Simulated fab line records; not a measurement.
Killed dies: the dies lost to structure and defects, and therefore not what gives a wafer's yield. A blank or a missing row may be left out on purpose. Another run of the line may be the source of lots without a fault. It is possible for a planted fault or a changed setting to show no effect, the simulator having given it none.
The tool behind it: which one? :: flow gf180mcu :: 12 lots, 36 wafers sampled, at 6 steps of a route of 602

== WHAT EACH GAUGE READ, for each wafer ==
GF_NWELL_OVL_MEAS_07.
lot: L413
measured: day 3 07:49
on: overlay-01
NWELL_OVL (nm): -2.4 -1.7 -3.0

lot: L415
measured: day 3 23:11
on: overlay-02
NWELL_OVL (nm): 1.8 -0.3 -0.7

lot: L416
measured: day 4 00:24
on: overlay-01
NWELL_OVL (nm): -1.6 -2.3 -1.0

lot: L419
measured: day 4 17:29
on: overlay-01
NWELL_OVL (nm): -2.2 -1.4 -2.1

lot: L420
measured: day 4 21:59
on: overlay-02
NWELL_OVL (nm): 1.3 0.1 -1.2

lot: L421
measured: day 5 02:47
on: overlay-02
NWELL_OVL (nm): -2.0 0.0 -2.4

lot: L423
measured: day 5 17:50
on: overlay-01
NWELL_OVL (nm): -0.9 0.8 -0.1

lot: L426
measured: day 6 06:18
on: overlay-01
NWELL_OVL (nm): 0.4 -1.2 -1.6

lot: L427
measured: day 6 11:11
on: overlay-01
NWELL_OVL (nm): -0.6 -0.3 0.5

lot: L434
measured: day 8 02:23
on: overlay-02
NWELL_OVL (nm): 1.0 0.5 0.7

lot: L435
measured: day 8 06:29
on: overlay-02
NWELL_OVL (nm): 0.0 -0.2 -0.1

lot: L436
measured: day 8 11:00
on: overlay-02
NWELL_OVL (nm): -0.2 -0.2 -1.3

GF_NWELL_TW_MEAS_11.
lot: L413
measured: day 3 08:16
on: film_metro-03
NWELL_TW: 1564 1558 1560

lot: L415
measured: day 3 23:38
on: film_metro-04
NWELL_TW: 1568 1573 1565

lot: L416
measured: day 4 00:50
on: film_metro-03
NWELL_TW: 1574 1566 1565

lot: L419
measured: day 4 17:56
on: film_metro-04
NWELL_TW: 1564 1565 1561

lot: L420
measured: day 4 22:25
on: film_metro-04
NWELL_TW: 1558 1549 1548

lot: L421
measured: day 5 03:20
on: film_metro-03
NWELL_TW: 1558 1573 1559

lot: L423
measured: day 5 18:16
on: film_metro-02
NWELL_TW: 1575 1574 1579

lot: L426
measured: day 6 06:44
on: film_metro-04
NWELL_TW: 1556 1567 1570

lot: L427
measured: day 6 11:38
on: film_metro-02
NWELL_TW: 3276 3293 3295

lot: L434
measured: day 8 02:50
on: film_metro-04
NWELL_TW: 3247 3248 3255

lot: L435
measured: day 8 06:56
on: film_metro-03
NWELL_TW: 1565 1566 1569

lot: L436
measured: day 8 11:26
on: film_metro-04
NWELL_TW: 1564 1564 1555

GF_VT_IMPLANT_RS_MEAS_47: a four-point-probe measurement.
lot: L413
measured: day 7 14:04
on: film_metro-02
NWELL_RS (ohm/sq): 487.6 488.4 489.3

lot: L415
measured: day 8 09:48
on: film_metro-03
NWELL_RS (ohm/sq): 487.4 486.9 488.0

lot: L416
measured: day 8 10:09
on: film_metro-02
NWELL_RS (ohm/sq): 486.7 485.5 486.5

lot: L419
measured: day 9 06:40
on: film_metro-03
NWELL_RS (ohm/sq): 487.5 488.6 488.6

lot: L420
measured: day 9 14:13
on: film_metro-03
NWELL_RS (ohm/sq): 488.9 489.8 490.1

lot: L421
measured: day 9 17:37
on: film_metro-04
NWELL_RS (ohm/sq): 484.6 483.9 485.0

lot: L423
measured: day 10 12:52
on: film_metro-03
NWELL_RS (ohm/sq): 488.9 489.3 489.4

lot: L426
measured: day 11 05:04
on: film_metro-03
NWELL_RS (ohm/sq): 489.4 490.7 488.3

lot: L427
measured: day 11 11:03
on: film_metro-03
NWELL_RS (ohm/sq): 159.5 159.3 159.5

lot: L434
measured: day 13 09:46
on: film_metro-02
NWELL_RS (ohm/sq): 159.3 159.0 159.2

lot: L435
measured: day 13 17:28
on: film_metro-04
NWELL_RS (ohm/sq): 486.1 485.6 485.5

lot: L436
measured: day 13 21:32
on: film_metro-03
NWELL_RS (ohm/sq): 489.6 488.0 489.7

GF_DUAL_GATE_THK_MEAS_03.
lot: L413
measured: day 7 17:44
on: film_metro-01
DUAL_GATE_OXIDATION_00_THK (nm): 10.68 10.69 10.68

lot: L415
measured: day 8 11:46
on: film_metro-01
DUAL_GATE_OXIDATION_00_THK (nm): 10.63 10.78 10.66

lot: L416
measured: day 8 14:35
on: film_metro-04
DUAL_GATE_OXIDATION_00_THK (nm): 10.75 10.64 10.74

lot: L419
measured: day 9 08:51
on: film_metro-04
DUAL_GATE_OXIDATION_00_THK (nm): 10.54 10.82 10.68

lot: L420
measured: day 9 16:13
on: film_metro-04
DUAL_GATE_OXIDATION_00_THK (nm): 10.88 10.76 10.67

lot: L421
measured: day 9 20:49
on: film_metro-02
DUAL_GATE_OXIDATION_00_THK (nm): 10.98 11.01 11.10

lot: L423
measured: day 10 14:52
on: film_metro-01
DUAL_GATE_OXIDATION_00_THK (nm): 10.27 10.59 10.51

lot: L426
measured: day 11 07:04
on: film_metro-04
DUAL_GATE_OXIDATION_00_THK (nm): 10.35 10.47 10.47

lot: L427
measured: day 11 13:04
on: film_metro-01
DUAL_GATE_OXIDATION_00_THK (nm): 10.64 10.67 10.68

lot: L434
measured: day 13 12:14
on: film_metro-04
DUAL_GATE_OXIDATION_00_THK (nm): 10.89 10.96 10.73

lot: L435
measured: day 13 21:07
on: film_metro-04
DUAL_GATE_OXIDATION_00_THK (nm): 11.01 10.92 11.33

lot: L436
measured: day 13 23:56
on: film_metro-01
DUAL_GATE_OXIDATION_00_THK (nm): 11.28 11.10 10.99

== WHAT TOOL EACH LOT RAN ON (gives the tool, then ch and the chambers of the sampled wafers, and finally the start) ==
lot: L413
GF_NWELL_IMPLANT_08: implanter-04 ch 0, day 3 07:55
GF_VT_IMPLANT_STRIP_20: plasma_asher-02 ch 0,1, day 6 06:45

lot: L415
GF_NWELL_IMPLANT_08: implanter-04 ch 0, day 3 23:16
GF_VT_IMPLANT_STRIP_20: plasma_asher-03 ch 0,1, day 7 01:44

lot: L416
GF_NWELL_IMPLANT_08: implanter-04 ch 0, day 4 00:26
GF_VT_IMPLANT_STRIP_20: plasma_asher-04 ch 0,1, day 7 02:34

lot: L419
GF_NWELL_IMPLANT_08: implanter-04 ch 0, day 4 17:34
GF_VT_IMPLANT_STRIP_20: plasma_asher-03 ch 0,1, day 7 20:54

lot: L420
GF_NWELL_IMPLANT_08: implanter-04 ch 0, day 4 22:01
GF_VT_IMPLANT_STRIP_20: plasma_asher-02 ch 0,1, day 8 03:46

lot: L421
GF_NWELL_IMPLANT_08: implanter-03 ch 0, day 5 02:56
GF_VT_IMPLANT_STRIP_20: plasma_asher-03 ch 0,1, day 8 07:44

lot: L423
GF_NWELL_IMPLANT_08: implanter-02 ch 0, day 5 17:53
GF_VT_IMPLANT_STRIP_20: plasma_asher-03 ch 0, day 9 00:40

lot: L426
GF_NWELL_IMPLANT_08: implanter-04 ch 0, day 6 06:20
GF_VT_IMPLANT_STRIP_20: plasma_asher-04 ch 0,1, day 9 16:35

lot: L427
GF_NWELL_IMPLANT_08: implanter-04 ch 0, day 6 11:16
GF_VT_IMPLANT_STRIP_20: plasma_asher-04 ch 0,1, day 9 22:28

lot: L434
GF_NWELL_IMPLANT_08: implanter-04 ch 0, day 8 02:26
GF_VT_IMPLANT_STRIP_20: plasma_asher-03 ch 0,1, day 11 18:25

lot: L435
GF_NWELL_IMPLANT_08: implanter-02 ch 0, day 8 06:34
GF_VT_IMPLANT_STRIP_20: plasma_asher-04 ch 0,1, day 12 01:37

lot: L436
GF_NWELL_IMPLANT_08: implanter-02 ch 0, day 8 11:02
GF_VT_IMPLANT_STRIP_20: plasma_asher-03 ch 0,1, day 12 06:04
- GF_NWELL_IMPLANT_08
- GF_VT_IMPLANT_STRIP_20: strips in O2/N2.

== AS READ BY THE TOOLS THEMSELVES (means over the sampled wafers that have a number; for cases with no such wafer, the mark the record gives instead) ==
GF_NWELL_IMPLANT_08.
lot: L413
tool: implanter-04
beam_on_s (s): 9.77
dose_ions_cm2: 1.5001e+13
faraday_current_uA: 86.6

lot: L415
tool: implanter-04
beam_on_s (s): 9.98
dose_ions_cm2: 1.5015e+13
faraday_current_uA: 84.6

lot: L416
tool: implanter-04
beam_on_s (s): 10.01
dose_ions_cm2: 1.4991e+13
faraday_current_uA: 84.4

lot: L419
tool: implanter-04
beam_on_s (s): 9.90
dose_ions_cm2: 1.5003e+13
faraday_current_uA: 85.6

lot: L420
tool: implanter-04
beam_on_s (s): 10.03
dose_ions_cm2: 1.5009e+13
faraday_current_uA: 84.5

lot: L421
tool: implanter-03
beam_on_s (s): 10.04
dose_ions_cm2: 1.4986e+13
faraday_current_uA: 84.0

lot: L423
tool: implanter-02
beam_on_s (s): 9.91
dose_ions_cm2: 1.5011e+13
faraday_current_uA: 85.4

lot: L426
tool: implanter-04
beam_on_s (s): 9.99
dose_ions_cm2: 1.5016e+13
faraday_current_uA: 84.8

lot: L427
tool: implanter-04
beam_on_s (s): 73.03
dose_ions_cm2: 1.6877e+14
faraday_current_uA: 130.5

lot: L434
tool: implanter-04
beam_on_s (s): 71.94
dose_ions_cm2: 1.6878e+14
faraday_current_uA: 131.9

lot: L435
tool: implanter-02
beam_on_s (s): 9.83
dose_ions_cm2: 1.5007e+13
faraday_current_uA: 85.5

lot: L436
tool: implanter-02
beam_on_s (s): 10.01
dose_ions_cm2: 1.4992e+13
faraday_current_uA: 84.6

GF_VT_IMPLANT_STRIP_20.
lot: L413
tool: plasma_asher-02
drypump_motor_current_A (A): 6.02
heater_power_w (W): 329
oes_product_au (a.u.): 0.715
strip_time_to_endpoint_s (s): 12.66

lot: L415
tool: plasma_asher-03
drypump_motor_current_A (A): 5.49
heater_power_w (W): 352
oes_product_au (a.u.): 0.713
strip_time_to_endpoint_s (s): 12.67

lot: L416
tool: plasma_asher-04
drypump_motor_current_A (A): 5.44
heater_power_w (W): 335
oes_product_au (a.u.): 0.714
strip_time_to_endpoint_s (s): 12.60

lot: L419
tool: plasma_asher-03
drypump_motor_current_A (A): 5.49
heater_power_w (W): 350
oes_product_au (a.u.): 0.718
strip_time_to_endpoint_s (s): 12.66

lot: L420
tool: plasma_asher-02
drypump_motor_current_A (A): 5.98
heater_power_w (W): 332
oes_product_au (a.u.): 0.720
strip_time_to_endpoint_s (s): 12.65

lot: L421
tool: plasma_asher-03
drypump_motor_current_A (A): 5.59
heater_power_w (W): 341
oes_product_au (a.u.): 0.717
strip_time_to_endpoint_s (s): 12.61

lot: L423
tool: plasma_asher-03
drypump_motor_current_A (A): 5.39
heater_power_w (W): 354
oes_product_au (a.u.): 0.719
strip_time_to_endpoint_s (s): 12.59

lot: L426
tool: plasma_asher-04
drypump_motor_current_A (A): 5.43
heater_power_w (W): 346
oes_product_au (a.u.): 0.717
strip_time_to_endpoint_s (s): 12.68

lot: L427
tool: plasma_asher-04
drypump_motor_current_A (A): 5.40
heater_power_w (W): 345
oes_product_au (a.u.): 0.718
strip_time_to_endpoint_s (s): 12.65

lot: L434
tool: plasma_asher-03
drypump_motor_current_A (A): 5.58
heater_power_w (W): 347
oes_product_au (a.u.): 0.719
strip_time_to_endpoint_s (s): 12.62

lot: L435
tool: plasma_asher-04
drypump_motor_current_A (A): 5.40
heater_power_w (W): 349
oes_product_au (a.u.): 0.715
strip_time_to_endpoint_s (s): 12.65

lot: L436
tool: plasma_asher-03
drypump_motor_current_A (A): 5.61
heater_power_w (W): 337
oes_product_au (a.u.): 0.714
strip_time_to_endpoint_s (s): 12.64

== THE ANSWER, worked out from the rows above alone ==
Rule: what is usual is taken from the lots themselves. The widest of any qualifying gaps counts: lots, ordered by their means at a reading, are off when they make up no more than a third of the lots, leave a main group of 4 or more, and stand apart from it by 3 or more times the standard deviation of that group's means. The tables above print the reading to a certain number of digits; a main group whose means all agree to those digits is not used. A lot without any number at a reading at which 4 lots or more have one is off too. All remaining lots with rows at the step are treated as sound. First the gauges in route order, then the tools' own readings, where a lot's mean is used as printed above. At the first step where some lot is off, the reading lying furthest off is the one used; lots without a number count as furthest.
Off: at GF_NWELL_TW_MEAS_11 (NWELL_TW), L427, L434. The main group: mean 1564, standard deviation 6.
A tool fits if, at a process step before that reading, it ran every lot that is off, and no sound lot after the first of them. The gauges at GF_NWELL_TW_MEAS_11 aren't tried: what is off there is off at GF_NWELL_IMPLANT_08 too, on other tools, and a gauge's error can't cause that. One candidate fits, namely implanter-04 at GF_NWELL_IMPLANT_08. Its last sound lot is L426 (day 6 06:20), its first lot that is off L427 (day 6 11:16): a fault that began between those two fits.
The tool's own readings at GF_NWELL_IMPLANT_08 bear it out: on the lots that are off they differ by more than 5 times the standard deviation of the sound lots' means. beam_on_s reads 72.48 s there against 9.95 s on the sound lots; dose_ions_cm2 reads 1.6878e+14 there against 1.5003e+13 on the sound lots; faraday_current_uA reads 131.2 there against 85.0 on the sound lots.

== WHAT THE SIMULATOR HAD PUT IN ==
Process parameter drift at GF_NWELL_IMPLANT_08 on implanter-04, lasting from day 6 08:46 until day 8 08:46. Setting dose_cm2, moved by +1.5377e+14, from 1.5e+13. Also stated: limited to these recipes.
Shown lots that were struck: L427, L434. This agrees with what the rule above found.
